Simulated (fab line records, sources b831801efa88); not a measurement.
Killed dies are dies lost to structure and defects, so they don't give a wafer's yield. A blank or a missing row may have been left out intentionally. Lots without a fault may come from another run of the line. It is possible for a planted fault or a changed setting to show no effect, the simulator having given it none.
What tool caused it? -- flow gf180mcu -- 13 lots with 39 wafers sampled at 3 steps, on a route of 602 steps

## WHAT THE GAUGES READ, wafer by wafer
GF_M1_OVL_MEAS_15.
lot,measured,on,M1_OVL (nm)
L916,day 17 10:02,overlay-01,1 3 -4
L917,day 17 13:04,overlay-02,4 -3 9
L918,day 17 22:32,overlay-01,2 7 1
L920,day 19 00:32,overlay-01,8 5 6
L921,day 19 06:49,overlay-01,1 5 4
L922,day 19 16:38,overlay-02,-10 -1 -3
L923,day 20 08:38,overlay-02,7 -1 7
L924,day 20 16:44,overlay-01,-7 0 1
L926,day 21 06:56,overlay-02,8 6 -4
L927,day 21 16:38,overlay-02,0 4 6
L928,day 21 21:35,overlay-01,0 -8 1
L938,day 24 18:26,overlay-02,-3 -3 -2
L939,day 25 02:01,overlay-01,-9 -7 0

GF_V1_OVL_MEAS_15.
lot,measured,on,V1_OVL (nm)
L916,day 18 10:05,overlay-02,-4 -8 -4
L917,day 18 13:58,overlay-01,0 -4 -3
L918,day 18 23:46,overlay-02,-7 -11 -4
L920,day 20 01:34,overlay-01,0 0 -5
L921,day 20 07:40,overlay-02,0 0 1
L922,day 20 17:50,overlay-02,-5 -1 3
L923,day 21 10:10,overlay-02,-7 -14 -12
L924,day 21 18:35,overlay-02,-1 -3 -9
L926,day 22 08:06,overlay-02,-9 -5 -5
L927,day 22 17:19,overlay-01,-3 -6 -3
L928,day 22 22:49,overlay-02,-6 -4 -3
L938,day 25 17:23,overlay-01,5 1 4
L939,day 26 00:10,overlay-02,-12 -4 -8

## WHAT TOOL EACH LOT RAN ON (gives the tool, then ch and the chambers of the sampled wafers, and finally the start)
lot,GF_V1_CMP_04
L916,"cmp-02 ch 0,1,3, day 17 11:05"
L917,"cmp-02 ch 0,1, day 17 14:01"
L918,"cmp-02 ch 0,1,3, day 17 23:29"
L920,"cmp-01 ch 0,2, day 19 01:33"
L921,"cmp-02 ch 0,2,3, day 19 07:57"
L922,"cmp-02 ch 0,2,3, day 19 17:34"
L923,"cmp-01 ch 0,1,2, day 20 09:39"
L924,"cmp-01 ch 2,3, day 20 17:45"
L926,"cmp-01 ch 0,1,3, day 21 07:56"
L927,"cmp-01 ch 0,3, day 21 17:37"
L928,"cmp-02 ch 0,1,2, day 21 22:41"
L938,"cmp-01 ch 0,1, day 24 19:30"
L939,"cmp-01 ch 0,1,2, day 25 02:58"
- GF_V1_CMP_04: polishes SiO2.

## WHAT THE TOOLS THEMSELVES READ (means of the sampled wafers that have a number; where no wafer has one, the mark that the record gives instead)
GF_V1_CMP_04.
lot,tool,motor_current_A (A),time_to_endpoint_s (s)
L916,cmp-02,11.9,83
L917,cmp-02,11.9,80
L918,cmp-02,11.6,79
L920,cmp-01,12.0,78
L921,cmp-02,11.8,85
L922,cmp-02,11.7,79
L923,cmp-01,12.3,78
L924,cmp-01,11.9,81
L926,cmp-01,12.0,84
L927,cmp-01,11.6,83
L928,cmp-02,11.3,77
L938,cmp-01,12.5,103
L939,cmp-01,11.9,111

## THE ANSWER, worked out from the rows above alone
Rule: the lots themselves supply what counts as usual. The widest of any qualifying gaps counts: lots, ordered by their means at a reading, are off when they make up no more than a third of the lots, leave a main group of 4 or more, and stand apart from it by 3 or more times the standard deviation of that group's means. The tables above print the reading to a certain number of digits; a main group whose means all agree to those digits is not used. Also off: a lot with no number at a reading for which 4 or more lots have one. The other lots that the step has rows for count as sound. Order of review: gauges by route order, followed by the tools' own readings, for which a lot's mean as printed above is used. The first step at which some lot is off is used, and at that step the reading that is off furthest; a lot without a number counts as furthest.
Off: L938, L939, at GF_V1_CMP_04 (time_to_endpoint_s). Main group: mean 81 s, sd 2.6.
A tool fits if, at that step or a process step before it, it ran every lot that is off, and no sound lot after the first of them. One fits: cmp-01 at GF_V1_CMP_04. Its last sound lot is L927 (day 21 17:37), its first lot that is off L938 (day 24 19:30): a fault that began between those two fits.
On the lots that are off, the tool's own readings at GF_V1_CMP_04 differ by more than 5 times the standard deviation of the sound lots' means, which bears it out; time_to_endpoint_s reads 107 s there versus 81 s on the sound lots.

## WHAT THE SIMULATOR HAD INSERTED
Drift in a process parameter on cmp-01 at GF_V1_CMP_04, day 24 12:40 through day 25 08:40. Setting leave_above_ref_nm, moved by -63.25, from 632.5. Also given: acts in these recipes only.
Struck lots among those shown: L938, L939. This agrees with what the rule above found.
